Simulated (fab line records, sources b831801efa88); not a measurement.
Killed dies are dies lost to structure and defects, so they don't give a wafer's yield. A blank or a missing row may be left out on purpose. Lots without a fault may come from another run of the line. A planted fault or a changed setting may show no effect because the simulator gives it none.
fab line records | flow sky130
record lots=13 wafers=39 last_day=50
route steps=708 shown GATE_OXIDE@197 POLY_GATE@227 LDD_HVP@282
lots that met no fault: from a run of the same line without faults
start_h: hours from the record's first day to the start of the lot's first wafer shown | wait_h: hours since the lot's step before | " the same as in the row above | L1.1+2: a row that stands for several wafers | - no value, or no start given | * or withheld: withheld | < > ~ a bound
route shown NAME@n: a module of which the file shows steps, and the number in the route of the first | usual: mean/standard deviation of fault-free wafers | same: alike in all rows | chamber/n: place in a boat | sites: the reading at each site | _std_site: their standard deviation | _edge_site: outer sites' mean less inner sites' | radius_mm: how far each site lies from the wafer's centre | mask NAME#n: copy n | behind: the tool/chamber that last shaped the wafer | hold: why the lot was held/for how many hours/how that ended | device: the transistor (n, p or np) that didn't switch | end of line: the same wafers' tests at the end of the route | a step without rows: its recipe alone | killed: dies lost to structure and defects at the first sort, not the wafer's yield | map: a wafer's dies, x killed, . not, _ none there
set.NAME: the setting as run; set.NAME@STEP: as run at that earlier step | model.NAME: the simulator's own value behind a step, which no gauge read
steps of the route over a sample of lots; a table a step, a row a wafer
services: from which hour (start_h, from the record's first day; less than 0 if before it) a tool's chamber was out of use, for how many hours, and why
## steps
# step SKY_GATE_OXIDE_OVL_MEAS_10
# usual GATE_OXIDE_OVL=0.4/1.6
# columns lot.wafer tool chamber start_h wait_h GATE_OXIDE_OVL[nm]
L925.1 overlay-01 - 304.32 0.1 -0.9
L925.3 " - " " -1.0
L925.6 " - " " -0.9
L927.2 overlay-02 - 320.43 0.1 1.9
L927.4 " - " " 0.4
L927.6 " - " " 1.4
L928.2 overlay-02 - 331.26 0.1 1.3
L928.4 " - " " 1.8
L928.6 " - " " 1.3
L929.2 overlay-01 - 335.88 0.1 0.2
L929.4 " - " " -0.2
L929.5 " - " " 1.6
L931.2 overlay-02 - 363.08 0.1 0.2
L931.5 " - " " -0.7
L931.6 " - " " -1.2
L932.2 overlay-02 - 366.18 0.1 -0.9
L932.3 " - " " 0.2
L932.6 " - " " 0.7
L935.1 overlay-02 - 392.10 0.1 -2.6
L935.2 " - " " -2.0
L935.3 " - " " -2.0
L936.2 overlay-02 - 397.65 0.1 1.6
L936.3 " - " " 2.7
L936.6 " - " " -0.5
L937.2 overlay-01 - 405.63 0.1 -0.7
L937.4 " - " " -0.6
L937.6 " - " " -1.2
L938.3 overlay-01 - 417.26 0.1 -1.0
L938.5 " - " " -1.2
L938.6 " - " " 0.5
L944.2 overlay-01 - 480.15 0.1 0.9
L944.5 " - " " 2.5
L944.6 " - " " -0.4
L948.1 overlay-02 - 497.02 0.1 2.0
L948.3 " - " " 3.1
L948.6 " - " " 2.7
L947.1 overlay-01 - 503.27 0.1 0.7
L947.5 " - " " 1.1
L947.6 " - " " 0.9
# step SKY_POLY_GATE_CD_MEAS_13
# recipe target_cd_nm=150
# usual cd_nm=150.3/1.4
# columns lot.wafer tool chamber start_h wait_h cd_nm
L925.1 cd_sem-01 - 363.84 - 150.4
L925.3 " - " " 149.5
L925.6 " - " " 150.8
L927.2 cd_sem-02 - 380.17 - 151.5
L927.4 " - " " 151.2
L927.6 " - " " 151.6
L928.2 cd_sem-02 - 394.86 - 148.3
L928.4 " - " " 148.1
L928.6 " - " " 149.0
L929.2 cd_sem-02 - 398.91 - 151.2
L929.4 " - " " 151.3
L929.5 " - " " 150.8
L931.2 cd_sem-01 - 426.39 - 150.8
L931.5 " - " " 149.4
L931.6 " - " " 149.8
L932.2 cd_sem-01 - 432.91 - 150.9
L932.3 " - " " 150.5
L932.6 " - " " 151.2
L935.1 cd_sem-01 - 458.32 - 153.3
L935.2 " - " " 152.6
L935.3 " - " " 151.8
L936.2 cd_sem-02 - 465.04 - 150.7
L936.3 " - " " 151.8
L936.6 " - " " 152.1
L937.2 cd_sem-01 - 472.87 - 150.5
L937.4 " - " " 151.5
L937.6 " - " " 150.1
L938.3 cd_sem-01 - 483.94 - 151.9
L938.5 " - " " 151.5
L938.6 " - " " 151.8
L944.2 cd_sem-02 - 546.79 - 149.7
L944.5 " - " " 149.7
L944.6 " - " " 149.2
L948.1 cd_sem-01 - 562.57 - 151.2
L948.3 " - " " 149.5
L948.6 " - " " 150.0
L947.1 cd_sem-02 - 569.74 - 149.4
L947.5 " - " " 150.3
L947.6 " - " " 151.5
# step SKY_POLY_GATE_OVL_MEAS_14
# usual POLY_GATE_OVL=1/5.9
# columns lot.wafer tool chamber start_h wait_h POLY_GATE_OVL[nm]
L925.1 overlay-02 - 363.96 0.1 5
L925.3 " - " " 6
L925.6 " - " " 4
L927.2 overlay-01 - 380.27 0.1 2
L927.4 " - " " -3
L927.6 " - " " 6
L928.2 overlay-01 - 394.97 0.1 7
L928.4 " - " " 3
L928.6 " - " " 4
L929.2 overlay-02 - 399.02 0.1 -4
L929.4 " - " " -9
L929.5 " - " " -2
L931.2 overlay-01 - 426.50 0.1 0
L931.5 " - " " 10
L931.6 " - " " 6
L932.2 overlay-02 - 433.02 0.1 -5
L932.3 " - " " 1
L932.6 " - " " 2
L935.1 overlay-02 - 458.44 0.1 5
L935.2 " - " " 7
L935.3 " - " " 10
L936.2 overlay-01 - 465.15 0.1 10
L936.3 " - " " 2
L936.6 " - " " 7
L937.2 overlay-02 - 472.97 0.1 4
L937.4 " - " " -3
L937.6 " - " " 7
L938.3 overlay-02 - 484.03 0.1 -5
L938.5 " - " " -1
L938.6 " - " " -4
L944.2 overlay-01 - 546.90 0.1 -2
L944.5 " - " " -5
L944.6 " - " " -3
L948.1 overlay-02 - 562.69 0.1 0
L948.3 " - " " -5
L948.6 " - " " -11
L947.1 overlay-01 - 569.86 0.1 -12
L947.5 " - " " -12
L947.6 " - " " -15
# step SKY_LDD_HVP_EXPOSE_04
# recipe mask_id=HVPTM na=0.6 source_shape=conventional sigma_outer=0.6 polarization=unpolarized target_cd_nm=700 dose_mj=86
# columns lot.wafer tool chamber start_h wait_h mask
L925.1+3+6 iline_stepper-02 0 473.92 - HVPTM#0
L927.2+4+6 iline_stepper-02 0 491.11 - HVPTM#0
L928.2+4+6 iline_stepper-01 0 506.59 - HVPTM#0
L929.2+4+5 iline_stepper-01 0 511.04 - HVPTM#0
L931.2+5+6 iline_stepper-02 0 537.97 - HVPTM#0
L932.2+3+6 iline_stepper-02 0 542.76 - HVPTM#0
L935.1+2+3 iline_stepper-01 0 567.95 - HVPTM#0
L936.2+3+6 iline_stepper-02 0 574.67 - HVPTM#0
L937.2+4+6 iline_stepper-01 0 582.13 - HVPTM#0
L938.3+5+6 iline_stepper-01 0 594.58 - LDNTM#0
L944.2+5+6 iline_stepper-01 0 652.44 - HVPTM#0
L948.1+3+6 iline_stepper-01 0 670.30 - HVPTM#0
L947.1+5+6 iline_stepper-01 0 675.59 - HVPTM#0
# step SKY_LDD_HVP_OVL_MEAS_07
# usual LDD_HVP_OVL=-0.6/1.6
# columns lot.wafer tool chamber start_h wait_h LDD_HVP_OVL[nm]
L925.1 overlay-01 - 489.25 0.1 -3.7
L925.3 " - " " -1.4
L925.6 " - " " -2.5
L927.2 overlay-02 - 505.68 0.1 -2.7
L927.4 " - " " -0.7
L927.6 " - " " -0.9
L928.2 overlay-02 - 522.20 0.1 2.4
L928.4 " - " " 0.5
L928.6 " - " " 1.6
L929.2 overlay-01 - 525.70 0.1 -0.6
L929.4 " - " " -1.3
L929.5 " - " " -1.9
L931.2 overlay-02 - 553.30 0.1 -0.4
L931.5 " - " " 1.3
L931.6 " - " " 0.8
L932.2 overlay-01 - 557.53 0.1 -1.6
L932.3 " - " " -3.4
L932.6 " - " " -1.5
L935.1 overlay-02 - 583.09 0.1 0.7
L935.2 " - " " -1.3
L935.3 " - " " -0.9
L936.2 overlay-01 - 589.03 0.1 -1.9
L936.3 " - " " -3.1
L936.6 " - " " -2.6
L937.2 overlay-02 - 596.55 0.1 1.1
L937.4 " - " " 1.2
L937.6 " - " " 0.6
L938.3 overlay-01 - 608.96 0.1 -
L938.5 " - " " -
L938.6 " - " " -
L944.2 overlay-01 - 666.30 0.1 -0.8
L944.5 " - " " -0.3
L944.6 " - " " -0.8
L948.1 overlay-02 - 684.24 0.1 -0.7
L948.3 " - " " -1.2
L948.6 " - " " 1.6
L947.1 overlay-01 - 689.14 0.1 1.1
L947.5 " - " " 1.3
L947.6 " - " " 0.9
# step SKY_LDD_HVP_TW_MEAS_10
# usual LDD_HVP_TW=455/3.6
# columns lot.wafer tool chamber start_h wait_h LDD_HVP_TW
L925.1 film_metro-01 - 489.53 0.1 450
L925.3 " - " " 449
L925.6 " - " " 451
L927.2 film_metro-01 - 505.97 0.1 450
L927.4 " - " " 451
L927.6 " - " " 450
L928.2 film_metro-01 - 522.49 0.1 449
L928.4 " - " " 455
L928.6 " - " " 451
L929.2 film_metro-01 - 525.99 0.1 451
L929.4 " - " " 452
L929.5 " - " " 450
L931.2 film_metro-02 - 553.59 0.1 458
L931.5 " - " " 459
L931.6 " - " " 457
L932.2 film_metro-01 - 557.82 0.1 449
L932.3 " - " " 452
L932.6 " - " " 453
L935.1 film_metro-02 - 583.38 0.1 461
L935.2 " - " " 460
L935.3 " - " " 462
L936.2 film_metro-04 - 589.32 0.1 457
L936.3 " - " " 455
L936.6 " - " " 458
L937.2 film_metro-04 - 596.84 0.1 455
L937.4 " - " " 456
L937.6 " - " " 454
L938.3 film_metro-02 - 609.25 0.1 30
L938.5 " - " " 30
L938.6 " - " " 30
L944.2 film_metro-02 - 666.59 0.1 458
L944.5 " - " " 457
L944.6 " - " " 458
L948.1 film_metro-01 - 684.53 0.1 450
L948.3 " - " " 454
L948.6 " - " " 453
L947.1 film_metro-02 - 689.43 0.1 458
L947.5 " - " " 459
L947.6 " - " " 460
## services
# columns tool chamber start_h hours kind
iline_stepper-01 - 482.66 18.8 repair
iline_stepper-02 - 501.51 1.7 pm
iline_stepper-02 - 588.24 2.1 pm
iline_stepper-02 - 590.33 - consumable_replace:lamp
iline_stepper-01 - 611.02 0.6 repair
iline_stepper-02 - 635.22 0.8 pm
iline_stepper-01 - 643.06 1.7 pm
## key
first_sign step=SKY_LDD_HVP_EXPOSE_04 reading=mask direction=changed
effect step=SKY_LDD_HVP_OVL_MEAS_07 reading=LDD_HVP_OVL direction=missing
effect step=SKY_LDD_HVP_TW_MEAS_10 reading=LDD_HVP_TW direction=down sigmas=99+ usual=455 struck=30
met_at SKY_LDD_HVP_EXPOSE_04
struck_lots L938
sort_left_out L938.3,L938.5,L938.6
tester_left_out L938
not_acting_at SKY_GATE_OXIDE_OVL_MEAS_10,SKY_POLY_GATE_CD_MEAS_13,SKY_POLY_GATE_OVL_MEAS_14
onset_between 582.13 594.58
fault kind=wrong_mask tool=any chamber=- onset_h=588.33 steps=SKY_LDD_HVP_EXPOSE_04 aux_copy=LDNTM#0 scope=struck_lots_only
# tester_left_out: of these lots the tester's yield and bins aren't shown, on N5 and GAA mostly nor the transistor test; their killed dies are dies lost to structure and defects alone, not to doping, threshold or leakage, so they don't give the yield
# sort_left_out: the simulated sort isn't trusted on such a fault, so these wafers' sort isn't shown, and their yield isn't known
